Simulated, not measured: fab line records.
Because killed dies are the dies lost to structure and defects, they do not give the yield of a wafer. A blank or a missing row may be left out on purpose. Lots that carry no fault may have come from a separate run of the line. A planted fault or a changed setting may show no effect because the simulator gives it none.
fab line records	flow sky130
[record] lots = 24	wafers = 72	lastDay = 50
route steps=708 shown VIA1@474 METAL2@484 VIA2@523 CAP2M@615 METAL4@634
lots that met no fault: taken from a fault-free run of the same line
startH: hours from the record's opening day to when the first of the lot's shown wafers began	waitH: time in hours since the lot's previous step	" identical to the entry in the row above	L1.1+2: one row covering several wafers at once	- value missing, or start not given	* or withheld: withheld	< > ~ a bound
route shown NAME@n: names a module that has steps shown in the file, with the first one's number in the route	usual: mean/standard deviation of fault-free wafers	same: alike in all rows	chamber/n: place in a boat	sites: the reading at each site	_std_site: standard deviation of those values	_edge_site: outer sites' mean less inner sites'	radiusMm: for every site, how far away it sits from the centre of the wafer	mask NAME#n: copy n	behind: tool/chamber where the wafer was last shaped	hold: what put the lot on hold/how long, in hours/how the hold closed	device: which transistor (n, p or np) failed to switch	end of line: the route-end tests of the same wafers	for a step that has no rows: nothing shown but its recipe	killed: not the wafer's yield, but the dies lost to structure and defects at the first sort	map: the dies of a wafer, with x for killed, . for not killed, _ for no die there
set.NAME: setting as actually run; set.NAME@STEP: the setting as run at that earlier step	model.NAME: the simulator's own value behind a step, which no gauge read
route steps across a sampled set of lots; one table per step, one row per wafer
services: when a tool's chamber went out of use (startH, in hours from the record's first day, below 0 if earlier), for how many hours, and the reason
[[steps]]
[step SKY_VIA1_STRIP_16]
[recipe] chemistry = O2/N2	powerW = 1400	pressureMtorr = 1500	platenTempC = withheld	o2FlowSccm = 3000	n2FlowSccm = 300	overashFraction = 0.5
[usual] drypumpMotorCurrentA = 5.6/0.64	o2FlowSccm = 3001/7.8	oesProductAu = 0.415/0.004	stripTimeToEndpointS = 4.435/0.029
lot.wafer	tool	chamber	startH	waitH	drypumpMotorCurrentA	o2FlowSccm	oesProductAu	rfHoursCounterH	stripTimeToEndpointS
L074.1	plasmaAsher-03	1	793.42	0.0	5.8	3002	0.417	36	4.439
L074.3	"	1	"	"	5.8	2993	0.415	-	4.451
L074.4	"	0	"	"	5.5	2993	0.416	-	4.474
L075.1	plasmaAsher-03	1	794.60	0.0	5.8	3001	0.420	36	4.416
L075.2	"	0	"	"	5.5	2994	0.415	36	4.430
L075.5	"	0	"	"	5.4	2998	0.416	-	4.414
L076.1	plasmaAsher-03	1	810.67	0.0	5.8	2982	0.419	37	4.435
L076.4	"	0	"	"	5.4	2993	0.414	-	4.450
L076.5	"	0	"	"	5.4	2993	0.415	-	4.454
L077.1	plasmaAsher-02	1	816.30	0.0	4.8	3004	0.420	7	4.468
L077.4	"	0	"	"	6.1	3002	0.425	-	4.464
L077.6	"	0	"	"	6.1	3006	0.412	-	4.434
L078.2	plasmaAsher-02	1	818.72	0.0	4.8	2999	0.415	8	4.463
L078.4	"	1	"	"	4.8	2998	0.416	-	4.433
L078.5	"	0	"	"	6.1	3015	0.417	-	4.452
L080.3	plasmaAsher-01	0	837.53	0.1	6.6	2994	0.416	-	4.458
L080.4	"	1	"	"	5.1	2983	0.415	-	4.480
L080.6	"	1	"	"	5.0	2990	0.415	-	4.418
L079.2	plasmaAsher-03	0	840.67	0.0	5.5	3011	0.421	40	4.430
L079.4	"	0	"	"	5.5	3011	0.415	-	4.450
L079.6	"	0	"	"	5.4	3008	0.418	-	4.401
L081.3	plasmaAsher-01	0	863.28	0.1	6.6	3013	0.410	-	4.429
L081.4	"	1	"	"	5.1	3012	0.417	-	4.414
L081.5	"	0	"	"	6.5	3001	0.418	-	4.414
L082.3	plasmaAsher-01	1	864.04	0.1	5.1	3004	0.421	-	4.400
L082.4	"	0	"	"	6.5	2999	0.412	-	4.412
L082.6	"	1	"	"	5.0	3017	0.412	-	4.394
L083.1	plasmaAsher-01	0	865.36	0.0	6.5	3008	0.420	77	4.474
L083.4	"	0	"	"	6.5	3006	0.417	-	4.493
L083.5	"	1	"	"	5.1	3013	0.416	-	4.475
L084.2	plasmaAsher-02	1	874.11	0.0	4.8	2996	0.414	11	4.369
L084.3	"	0	"	"	6.1	3020	0.417	-	4.432
L084.5	"	0	"	"	6.1	3005	0.413	-	4.390
L085.1	plasmaAsher-03	1	884.67	0.0	5.8	2987	0.410	45	4.415
L085.2	"	0	"	"	5.4	3015	0.411	45	4.385
L085.6	"	0	"	"	5.5	3015	0.411	-	4.450
L086.2	plasmaAsher-01	0	892.80	0.0	6.5	2992	0.411	80	4.431
L086.4	"	0	"	"	6.5	2983	0.411	-	4.429
L086.5	"	0	"	"	6.5	2984	0.421	-	4.440
L087.3	plasmaAsher-01	1	897.49	0.1	5.0	3017	0.417	-	4.441
L087.4	"	0	"	"	6.5	2999	0.419	-	4.480
L087.6	"	1	"	"	5.0	2996	0.417	-	4.453
L088.2	plasmaAsher-02	0	898.82	0.0	6.1	3002	0.417	14	4.459
L088.3	"	1	"	"	4.8	3006	0.423	-	4.478
L088.6	"	1	"	"	4.8	3001	0.416	-	4.429
L089.2	plasmaAsher-02	0	907.35	0.0	6.1	2997	0.417	16	4.429
L089.3	"	1	"	"	4.8	3006	0.418	-	4.449
L089.4	"	0	"	"	6.1	2999	0.412	-	4.410
L090.1	plasmaAsher-02	0	913.17	0.0	6.1	3010	0.410	16	4.429
L090.2	"	1	"	"	4.8	2994	0.415	16	4.410
L090.6	"	1	"	"	4.8	2991	0.417	-	4.435
L091.1	plasmaAsher-01	1	920.66	0.0	5.0	3008	0.415	83	4.410
L091.2	"	0	"	"	6.6	3002	0.418	83	4.422
L091.5	"	0	"	"	6.5	3000	0.418	-	4.415
L092.1	plasmaAsher-02	0	930.42	0.0	6.1	2992	0.414	19	4.471
L092.4	"	1	"	"	4.7	2992	0.410	-	4.431
L092.6	"	0	"	"	6.1	3015	0.409	-	4.429
L093.1	plasmaAsher-02	1	936.97	0.0	4.8	3004	0.414	19	4.485
L093.3	"	1	"	"	4.8	2992	0.422	-	4.411
L093.6	"	1	"	"	4.8	2996	0.417	-	4.465
L094.2	plasmaAsher-01	1	938.66	0.0	5.0	2999	0.411	85	4.404
L094.3	"	1	"	"	5.0	3002	0.421	-	4.433
L094.6	"	0	"	"	6.6	2991	0.416	-	4.404
L095.4	plasmaAsher-02	0	943.03	0.1	6.1	3003	0.418	-	4.460
L095.5	"	1	"	"	4.7	2996	0.414	-	4.404
L095.6	"	0	"	"	6.1	2992	0.416	-	4.442
L096.3	plasmaAsher-02	1	949.43	0.1	4.8	3003	0.429	-	4.418
L096.4	"	0	"	"	6.1	3020	0.418	-	4.489
L096.6	"	1	"	"	4.7	2998	0.409	-	4.472
L097.2	plasmaAsher-03	0	960.20	0.0	5.5	3004	0.412	46	4.458
L097.3	"	0	"	"	5.5	3010	0.419	-	4.453
L097.5	"	1	"	"	5.8	3005	0.416	-	4.446
[step SKY_METAL2_SPUTTER_01]
[recipe] material = TiN	targetThkNm = 20	powerW = 6500	timeS = 16.7	chamberPressurePa = 0.4
[usual] throttleValvePct = 30.5/0.6
lot.wafer	tool	chamber	startH	waitH	throttleValvePct
L074.1	pvdSputter-03	-	794.76	0.0	30.8
L074.3	"	-	"	"	30.4
L074.4	"	-	"	"	31.4
L075.1	pvdSputter-02	-	796.19	0.0	30.1
L075.2	"	-	"	"	29.4
L075.5	"	-	"	"	30.3
L076.1	pvdSputter-03	-	812.01	0.0	30.6
L076.4	"	-	"	"	30.9
L076.5	"	-	"	"	30.9
L077.1	pvdSputter-04	-	817.66	0.0	30.1
L077.4	"	-	"	"	30.1
L077.6	"	-	"	"	30.2
L078.2	pvdSputter-04	-	819.97	0.0	30.2
L078.4	"	-	"	"	29.9
L078.5	"	-	"	"	29.7
L080.3	pvdSputter-04	-	838.80	0.0	29.9
L080.4	"	-	"	"	30.2
L080.6	"	-	"	"	29.7
L079.2	pvdSputter-03	-	842.50	0.0	31.6
L079.4	"	-	"	"	31.5
L079.6	"	-	"	"	30.7
L081.3	pvdSputter-03	-	864.93	0.0	30.7
L081.4	"	-	"	"	30.8
L081.5	"	-	"	"	31.3
L082.3	pvdSputter-04	-	865.26	0.0	30.2
L082.4	"	-	"	"	29.9
L082.6	"	-	"	"	30.0
L083.1	pvdSputter-03	-	866.61	0.0	31.2
L083.4	"	-	"	"	30.8
L083.5	"	-	"	"	31.5
L084.2	pvdSputter-02	-	875.36	0.0	29.7
L084.3	"	-	"	"	29.6
L084.5	"	-	"	"	30.0
L085.1	pvdSputter-03	-	885.94	0.0	31.3
L085.2	"	-	"	"	30.8
L085.6	"	-	"	"	31.3
L086.2	pvdSputter-02	-	894.05	0.0	29.4
L086.4	"	-	"	"	29.6
L086.5	"	-	"	"	29.5
L087.3	pvdSputter-03	-	899.05	0.0	31.0
L087.4	"	-	"	"	30.8
L087.6	"	-	"	"	30.8
L088.2	pvdSputter-02	-	900.41	0.0	29.5
L088.3	"	-	"	"	29.7
L088.6	"	-	"	"	29.8
L089.2	pvdSputter-03	-	908.60	0.0	31.5
L089.3	"	-	"	"	30.6
L089.4	"	-	"	"	30.8
L090.1	pvdSputter-03	-	914.77	0.0	31.1
L090.2	"	-	"	"	31.3
L090.6	"	-	"	"	31.0
L091.1	pvdSputter-03	-	922.01	0.0	31.0
L091.2	"	-	"	"	30.6
L091.5	"	-	"	"	30.7
L092.1	pvdSputter-02	-	932.19	0.0	29.8
L092.4	"	-	"	"	29.7
L092.6	"	-	"	"	29.8
L093.1	pvdSputter-03	-	938.28	0.0	30.7
L093.3	"	-	"	"	30.5
L093.6	"	-	"	"	31.3
L094.2	pvdSputter-04	-	940.22	0.0	30.5
L094.3	"	-	"	"	30.2
L094.6	"	-	"	"	29.8
L095.4	pvdSputter-02	-	944.29	0.0	30.0
L095.5	"	-	"	"	30.6
L095.6	"	-	"	"	30.0
L096.3	pvdSputter-03	-	950.65	0.0	30.6
L096.4	"	-	"	"	30.7
L096.6	"	-	"	"	30.7
L097.2	pvdSputter-03	-	961.45	0.0	30.7
L097.3	"	-	"	"	30.5
L097.5	"	-	"	"	31.4
[step SKY_METAL2_THK_MEAS_06]
[recipe] thkMeasGauge = xrf	reads = AlCu_of_METAL2_SPUTTER_02
[usual] METAL2_ALCU_THK = 247/3.9
lot.wafer	tool	chamber	startH	waitH	METAL2_ALCU_THK[nm]
L074.1	filmMetro-02	-	794.99	0.1	251
L074.3	"	-	"	"	253
L074.4	"	-	"	"	254
L075.1	filmMetro-04	-	796.43	0.1	244
L075.2	"	-	"	"	246
L075.5	"	-	"	"	250
L076.1	filmMetro-02	-	812.24	0.1	248
L076.4	"	-	"	"	248
L076.5	"	-	"	"	249
L077.1	filmMetro-03	-	817.89	0.1	252
L077.4	"	-	"	"	255
L077.6	"	-	"	"	248
L078.2	filmMetro-03	-	820.21	0.1	248
L078.4	"	-	"	"	250
L078.5	"	-	"	"	251
L080.3	filmMetro-02	-	839.06	0.1	248
L080.4	"	-	"	"	251
L080.6	"	-	"	"	247
L079.2	filmMetro-03	-	842.75	0.1	251
L079.4	"	-	"	"	252
L079.6	"	-	"	"	250
L081.3	filmMetro-03	-	865.19	0.1	248
L081.4	"	-	"	"	252
L081.5	"	-	"	"	255
L082.3	filmMetro-04	-	865.51	0.1	247
L082.4	"	-	"	"	248
L082.6	"	-	"	"	247
L083.1	filmMetro-02	-	866.84	0.1	249
L083.4	"	-	"	"	246
L083.5	"	-	"	"	251
L084.2	filmMetro-03	-	875.60	0.1	245
L084.3	"	-	"	"	249
L084.5	"	-	"	"	248
L085.1	filmMetro-02	-	886.18	0.1	250
L085.2	"	-	"	"	245
L085.6	"	-	"	"	248
L086.2	filmMetro-04	-	894.29	0.1	243
L086.4	"	-	"	"	241
L086.5	"	-	"	"	243
L087.3	filmMetro-02	-	899.31	0.1	250
L087.4	"	-	"	"	245
L087.6	"	-	"	"	248
L088.2	filmMetro-03	-	900.66	0.1	246
L088.3	"	-	"	"	239
L088.6	"	-	"	"	245
L089.2	filmMetro-03	-	908.85	0.1	249
L089.3	"	-	"	"	246
L089.4	"	-	"	"	250
L090.1	filmMetro-04	-	915.00	0.1	246
L090.2	"	-	"	"	244
L090.6	"	-	"	"	248
L091.1	filmMetro-03	-	922.25	0.1	245
L091.2	"	-	"	"	250
L091.5	"	-	"	"	247
L092.1	filmMetro-03	-	932.43	0.1	246
L092.4	"	-	"	"	247
L092.6	"	-	"	"	242
L093.1	filmMetro-03	-	938.52	0.1	244
L093.3	"	-	"	"	251
L093.6	"	-	"	"	251
L094.2	filmMetro-04	-	940.47	0.1	241
L094.3	"	-	"	"	244
L094.6	"	-	"	"	246
L095.4	filmMetro-04	-	944.56	0.1	237
L095.5	"	-	"	"	247
L095.6	"	-	"	"	243
L096.3	filmMetro-03	-	950.91	0.1	243
L096.4	"	-	"	"	248
L096.6	"	-	"	"	243
L097.2	filmMetro-02	-	961.69	0.1	243
L097.3	"	-	"	"	241
L097.5	"	-	"	"	245
[step SKY_VIA2_STRIP_16]
[recipe] chemistry = O2/N2	powerW = 1400	pressureMtorr = 1500	platenTempC = withheld	o2FlowSccm = 3000	n2FlowSccm = 300	overashFraction = 0.5
[usual] drypumpMotorCurrentA = 5.8/0.53	o2FlowSccm = 3000/8.1	oesProductAu = 0.400/0.005	stripTimeToEndpointS = 4.08/0.033
lot.wafer	tool	chamber	startH	waitH	drypumpMotorCurrentA	o2FlowSccm	oesProductAu	rfHoursCounterH	stripTimeToEndpointS
L074.1	plasmaAsher-03	1	850.30	0.0	5.9	3009	0.405	41	4.11
L074.3	"	1	"	"	5.8	3007	0.401	-	4.07
L074.4	"	0	"	"	5.4	2992	0.397	-	4.06
L075.1	plasmaAsher-04	0	851.14	0.0	6.4	3001	0.388	94	4.06
L075.2	"	1	"	"	6.2	3003	0.396	94	4.05
L075.5	"	1	"	"	6.2	3001	0.401	-	4.07
L076.1	plasmaAsher-04	1	866.14	0.0	6.2	2988	0.393	96	4.06
L076.4	"	0	"	"	6.4	2995	0.399	-	4.05
L076.5	"	0	"	"	6.4	2989	0.398	-	4.06
L077.1	plasmaAsher-04	1	873.06	0.0	6.2	3006	0.397	96	4.06
L077.4	"	0	"	"	6.4	2996	0.391	-	4.08
L077.6	"	1	"	"	6.2	3005	0.401	-	4.10
L078.2	plasmaAsher-04	0	874.00	0.0	6.4	3005	0.397	96	4.11
L078.4	"	0	"	"	6.4	3000	0.398	-	4.14
L078.5	"	0	"	"	6.4	2997	0.401	-	4.13
L080.3	plasmaAsher-04	0	893.20	0.1	6.4	3002	0.402	-	4.05
L080.4	"	1	"	"	6.2	3012	0.401	-	4.06
L080.6	"	1	"	"	6.2	3010	0.403	-	4.11
L079.2	plasmaAsher-02	1	896.07	0.0	4.8	3004	0.399	14	4.05
L079.4	"	1	"	"	4.8	3002	0.406	-	4.08
L079.6	"	0	"	"	6.1	2999	0.403	-	4.05
L081.3	plasmaAsher-02	1	918.50	0.1	4.8	3000	0.398	-	4.09
L081.4	"	0	"	"	6.1	3009	0.402	-	4.11
L081.5	"	0	"	"	6.1	2999	0.403	-	4.08
L082.3	plasmaAsher-04	1	918.85	0.1	6.2	3009	0.398	-	4.11
L082.4	"	0	"	"	6.4	2992	0.404	-	4.13
L082.6	"	0	"	"	6.4	2998	0.406	-	4.13
L083.1	plasmaAsher-04	1	919.34	0.0	6.2	3000	0.397	102	4.06
L083.4	"	0	"	"	6.4	2998	0.391	-	4.07
L083.5	"	1	"	"	6.2	3000	0.394	-	4.07
L084.2	plasmaAsher-02	1	928.54	0.0	4.8	2980	0.399	18	4.11
L084.3	"	0	"	"	6.1	3004	0.406	-	4.12
L084.5	"	0	"	"	6.1	2994	0.400	-	4.08
L085.1	plasmaAsher-02	0	938.07	0.0	6.1	3020	0.402	20	4.09
L085.2	"	1	"	"	4.7	3015	0.401	20	4.07
L085.6	"	0	"	"	6.1	3009	0.400	-	4.14
L086.2	plasmaAsher-04	0	946.17	0.0	6.4	2995	0.392	106	4.04
L086.4	"	0	"	"	6.4	2989	0.395	-	4.06
L086.5	"	0	"	"	6.4	3007	0.391	-	4.06
L087.3	plasmaAsher-02	0	950.27	0.1	6.1	2996	0.403	-	4.11
L087.4	"	1	"	"	4.8	3011	0.391	-	4.04
L087.6	"	1	"	"	4.8	2992	0.398	-	4.05
L088.2	plasmaAsher-03	1	951.17	0.0	5.8	3004	0.398	46	4.07
L088.3	"	1	"	"	5.8	2997	0.404	-	4.04
L088.6	"	0	"	"	5.5	3006	0.399	-	4.07
L089.2	plasmaAsher-02	0	958.74	0.0	6.1	2990	0.395	22	4.04
L089.3	"	1	"	"	4.7	2999	0.401	-	4.04
L089.4	"	0	"	"	6.1	3001	0.397	-	4.12
L090.1	plasmaAsher-03	0	966.31	0.0	5.4	2994	0.399	47	4.14
L090.2	"	1	"	"	5.8	3003	0.400	47	4.07
L090.6	"	1	"	"	5.8	2991	0.403	-	4.06
L091.1	plasmaAsher-03	1	972.19	0.0	5.8	2990	0.404	48	4.06
L091.2	"	0	"	"	5.4	2995	0.403	48	4.09
L091.5	"	0	"	"	5.4	2992	0.389	-	4.06
L092.1	plasmaAsher-03	1	981.99	0.0	5.8	3003	0.400	49	4.09
L092.4	"	1	"	"	5.8	3014	0.395	-	4.09
L092.6	"	1	"	"	5.8	2993	0.413	-	4.06
L093.1	plasmaAsher-02	0	987.86	0.0	6.1	2997	0.410	25	4.11
L093.3	"	0	"	"	6.1	2994	0.399	-	4.10
L093.6	"	1	"	"	4.8	2991	0.399	-	4.07
L094.2	plasmaAsher-03	0	990.11	0.0	5.5	2999	0.391	50	4.04
L094.3	"	0	"	"	5.5	3009	0.409	-	4.07
L094.6	"	0	"	"	5.5	3016	0.406	-	4.14
L095.4	plasmaAsher-03	0	993.37	0.0	5.4	2991	0.403	-	4.05
L095.5	"	1	"	"	5.8	2991	0.401	-	4.08
L095.6	"	0	"	"	5.5	2999	0.406	-	4.12
L096.3	plasmaAsher-03	0	1000.40	0.1	5.5	3000	0.410	-	4.11
L096.4	"	1	"	"	5.8	2991	0.406	-	4.13
L096.6	"	1	"	"	5.8	3001	0.413	-	4.12
L097.2	plasmaAsher-03	1	1010.99	0.0	5.8	3015	0.401	52	4.07
L097.3	"	1	"	"	5.8	3000	0.400	-	4.09
L097.5	"	0	"	"	5.5	2987	0.395	-	4.09
[step SKY_CAP2M_OVL_MEAS_12]
[usual] CAP2M_OVL = 0.3/1.4
lot.wafer	tool	chamber	startH	waitH	CAP2M_OVL[nm]
L074.1	overlay-01	-	956.65	0.1	0.6
L074.3	"	-	"	"	-0.3
L074.4	"	-	"	"	0.1
L075.1	overlay-01	-	957.53	0.1	0.8
L075.2	"	-	"	"	2.1
L075.5	"	-	"	"	-0.4
L076.1	overlay-01	-	969.94	0.1	-0.5
L076.4	"	-	"	"	-0.4
L076.5	"	-	"	"	-0.7
L077.1	overlay-02	-	978.28	0.1	-1.2
L077.4	"	-	"	"	-1.7
L077.6	"	-	"	"	-0.3
L078.2	overlay-02	-	979.36	0.1	1.3
L078.4	"	-	"	"	-0.3
L078.5	"	-	"	"	1.9
L080.3	overlay-02	-	996.09	0.1	0.0
L080.4	"	-	"	"	1.4
L080.6	"	-	"	"	0.1
L079.2	overlay-01	-	999.41	0.1	1.3
L079.4	"	-	"	"	1.6
L079.6	"	-	"	"	0.7
L081.3	overlay-01	-	1017.36	0.1	-3.7
L081.4	"	-	"	"	-1.6
L081.5	"	-	"	"	-2.1
L082.3	overlay-02	-	1019.06	0.1	1.8
L082.4	"	-	"	"	1.0
L082.6	"	-	"	"	0.2
L083.1	overlay-01	-	1020.53	0.1	-1.7
L083.4	"	-	"	"	0.4
L083.5	"	-	"	"	-0.3
L084.2	overlay-02	-	1027.00	0.1	1.6
L084.3	"	-	"	"	1.0
L084.5	"	-	"	"	2.4
L085.1	overlay-01	-	1036.34	0.1	-3.1
L085.2	"	-	"	"	-0.1
L085.6	"	-	"	"	-0.9
L086.2	overlay-02	-	1044.18	0.1	-0.3
L086.4	"	-	"	"	0.6
L086.5	"	-	"	"	1.0
L087.3	overlay-02	-	1049.47	0.1	0.4
L087.4	"	-	"	"	0.8
L087.6	"	-	"	"	-2.4
L088.2	overlay-01	-	1049.48	0.1	0.3
L088.3	"	-	"	"	0.1
L088.6	"	-	"	"	0.9
L089.2	overlay-02	-	1054.96	0.1	1.5
L089.3	"	-	"	"	3.1
L089.4	"	-	"	"	2.1
L090.1	overlay-02	-	1063.44	0.1	1.9
L090.2	"	-	"	"	0.7
L090.6	"	-	"	"	1.6
L091.1	overlay-01	-	1068.74	0.1	0.0
L091.2	"	-	"	"	0.4
L091.5	"	-	"	"	1.7
L092.1	overlay-02	-	1077.11	0.1	-2.3
L092.4	"	-	"	"	-0.9
L092.6	"	-	"	"	0.1
L093.1	overlay-01	-	1082.56	0.1	0.6
L093.3	"	-	"	"	0.0
L093.6	"	-	"	"	1.0
L094.2	overlay-01	-	1083.15	0.1	-1.1
L094.3	"	-	"	"	-0.1
L094.6	"	-	"	"	1.9
L095.4	overlay-02	-	1087.76	0.1	1.9
L095.5	"	-	"	"	0.7
L095.6	"	-	"	"	2.5
L096.3	overlay-02	-	1092.94	0.1	-0.3
L096.4	"	-	"	"	0.2
L096.6	"	-	"	"	-0.4
L097.2	overlay-02	-	1102.81	0.1	-1.5
L097.3	"	-	"	"	0.2
L097.5	"	-	"	"	-0.7
[step SKY_METAL4_METAL_ETCH_18]
[recipe] targetDepthA = 8450	stopOn = SiO2	overEtchFrac = 0.3	timeS = 183.1	chemistry = Cl2/BCl3	resistSidewallDeg = 88	pressureMtorr = 10	icpW = 900	biasW = 48.5	Cl2_flow_sccm = 60	bcl3FlowSccm = 30
[usual] biasW = 48.51/0.13	drypumpMotorCurrentA = 5.9/0.42	oesProductAu = 0.865/0.0068	throttleValvePct = 22.264/0.0091
lot.wafer	tool	chamber	startH	waitH	biasW	drypumpMotorCurrentA	oesProductAu	rfHoursCounterH	throttleValvePct
L074.1	rieMetal-02	1	980.53	0.0	48.40	5.7	0.860	14	22.274
L074.3	"	1	"	"	48.54	5.7	0.861	-	22.256
L074.4	"	1	"	"	48.45	5.7	0.869	-	22.254
L075.1	rieMetal-03	0	981.95	0.0	48.41	6.4	0.860	10	22.270
L075.2	"	1	"	"	48.36	5.0	0.870	8	22.259
L075.5	"	1	"	"	48.27	5.0	0.859	-	22.260
L076.1	rieMetal-03	1	994.77	0.0	48.32	5.0	0.861	9	22.265
L076.4	"	1	"	"	48.41	5.0	0.857	-	22.270
L076.5	"	0	"	"	48.48	6.4	0.867	-	22.257
L077.1	rieMetal-03	0	1003.00	0.0	48.46	6.4	0.856	12	22.274
L077.4	"	0	"	"	48.49	6.4	0.860	-	22.269
L077.6	"	0	"	"	48.44	6.4	0.860	-	22.272
L078.2	rieMetal-04	1	1004.25	0.0	48.22	6.2	0.866	13	22.257
L078.4	"	1	"	"	48.31	6.2	0.865	-	22.254
L078.5	"	1	"	"	48.23	6.2	0.871	-	22.259
L080.3	rieMetal-02	1	1020.41	0.1	48.51	5.7	0.873	-	22.267
L080.4	"	0	"	"	48.37	6.1	0.861	-	22.280
L080.6	"	0	"	"	48.44	6.1	0.876	-	22.251
L079.2	rieMetal-03	0	1023.37	0.0	48.39	6.4	0.868	13	22.273
L079.4	"	1	"	"	48.26	5.0	0.856	-	22.252
L079.6	"	1	"	"	48.44	5.0	0.870	-	22.272
L081.3	rieMetal-02	0	1040.86	0.1	48.41	6.1	0.868	-	22.272
L081.4	"	1	"	"	48.38	5.7	0.855	-	22.260
L081.5	"	1	"	"	48.56	5.7	0.875	-	22.265
L082.3	rieMetal-02	0	1042.96	0.1	48.41	6.1	0.863	-	22.253
L082.4	"	1	"	"	48.45	5.6	0.868	-	22.244
L082.6	"	1	"	"	48.40	5.7	0.858	-	22.274
L083.1	rieMetal-04	1	1044.47	0.0	48.62	6.2	0.866	15	22.271
L083.4	"	0	"	"	48.70	6.1	0.877	-	22.258
L083.5	"	1	"	"	48.34	6.2	0.862	-	22.272
L084.2	rieMetal-02	0	1050.82	0.0	48.41	6.1	0.857	4	22.272
L084.3	"	1	"	"	48.48	5.7	0.864	-	22.266
L084.5	"	1	"	"	48.47	5.7	0.861	-	22.268
L085.1	rieMetal-02	0	1058.72	0.0	48.50	6.1	0.862	4	22.263
L085.2	"	1	"	"	48.48	5.7	0.863	19	22.255
L085.6	"	0	"	"	48.63	6.1	0.866	-	22.275
L086.2	rieMetal-02	0	1066.95	0.0	48.45	6.1	0.861	5	22.265
L086.4	"	0	"	"	48.40	6.2	0.867	-	22.268
L086.5	"	0	"	"	48.53	6.1	0.858	-	22.264
L087.3	rieMetal-04	0	1072.03	0.1	48.61	6.1	0.863	-	22.263
L087.4	"	1	"	"	48.48	6.2	0.871	-	22.279
L087.6	"	0	"	"	48.79	6.1	0.873	-	22.251
L088.2	rieMetal-02	0	1072.08	0.0	48.39	6.1	0.868	6	22.259
L088.3	"	1	"	"	48.37	5.6	0.877	-	22.250
L088.6	"	0	"	"	48.42	6.1	0.886	-	22.252
L089.2	rieMetal-02	0	1077.11	0.0	48.50	6.1	0.865	6	22.268
L089.3	"	1	"	"	48.52	5.7	0.862	-	22.246
L089.4	"	0	"	"	48.47	6.1	0.865	-	22.268
L090.1	rieMetal-04	0	1085.57	0.0	48.58	6.1	0.874	19	22.272
L090.2	"	1	"	"	48.46	6.2	0.861	17	22.259
L090.6	"	1	"	"	48.69	6.2	0.864	-	22.264
L091.1	rieMetal-02	0	1090.17	0.0	48.70	6.1	0.869	7	22.254
L091.2	"	0	"	"	48.57	6.1	0.873	-	22.244
L091.5	"	0	"	"	48.73	6.1	0.859	-	22.267
L092.1	rieMetal-03	1	1098.15	0.0	48.49	5.0	0.850	17	22.253
L092.4	"	0	"	"	48.40	6.4	0.862	-	22.266
L092.6	"	1	"	"	48.50	5.0	0.872	-	22.248
L093.1	rieMetal-02	0	1103.53	0.0	48.42	6.1	0.876	8	22.280
L093.3	"	0	"	"	48.36	6.1	0.862	-	22.240
L093.6	"	0	"	"	48.48	6.1	0.867	-	22.258
L094.2	rieMetal-02	1	1104.42	0.0	48.59	5.7	0.865	22	22.247
L094.3	"	1	"	"	48.41	5.7	0.872	-	22.266
L094.6	"	0	"	"	48.65	6.1	0.871	-	22.259
L095.4	rieMetal-02	0	1109.14	0.1	48.33	6.1	0.848	-	22.262
L095.5	"	0	"	"	48.49	6.1	0.857	-	22.274
L095.6	"	1	"	"	48.32	5.7	0.870	-	22.263
L096.3	rieMetal-04	1	1113.89	0.1	48.54	6.2	0.866	-	22.254
L096.4	"	0	"	"	48.58	6.0	0.855	-	22.259
L096.6	"	0	"	"	48.70	6.1	0.862	-	22.261
L097.2	rieMetal-03	0	1124.27	0.0	48.37	6.4	0.864	21	22.255
L097.3	"	1	"	"	48.44	5.0	0.858	-	22.257
L097.5	"	1	"	"	48.62	5.0	0.866	-	22.261
[[services]]
tool	chamber	startH	hours	kind
plasmaAsher-04	-	774.22	2.0	repair
plasmaAsher-04	-	779.55	1.2	repair
pvdSputter-02	-	840.85	7.5	repair
plasmaAsher-02	-	851.91	14.6	pm
rieMetal-02	-	855.15	3.3	repair
rieMetal-02	-	861.17	5.5	repair
plasmaAsher-01	-	876.24	2.8	pm
plasmaAsher-03	-	886.13	32.1	repair
plasmaAsher-01	-	905.24	1.4	repair
plasmaAsher-03	-	918.24	10.0	pm
plasmaAsher-03	-	928.24	20.6	pm
pvdSputter-02	-	928.40	1.7	repair
plasmaAsher-03	-	940.36	5.2	repair
plasmaAsher-04	-	970.43	4.3	repair
pvdSputter-03	-	985.08	0.5	repair
plasmaAsher-04	-	1009.51	4.9	repair
plasmaAsher-02	-	1016.69	2.8	pm
pvdSputter-03	-	1020.49	6.9	repair
plasmaAsher-04	-	1050.82	2.6	repair
plasmaAsher-04	-	1055.25	9.0	pm
pvdSputter-03	-	1076.73	8.2	repair
plasmaAsher-01	-	1082.39	9.2	repair
rieMetal-02	1	1089.33	14.9	repair
plasmaAsher-04	-	1102.90	0.6	repair
[[key]]
fault none
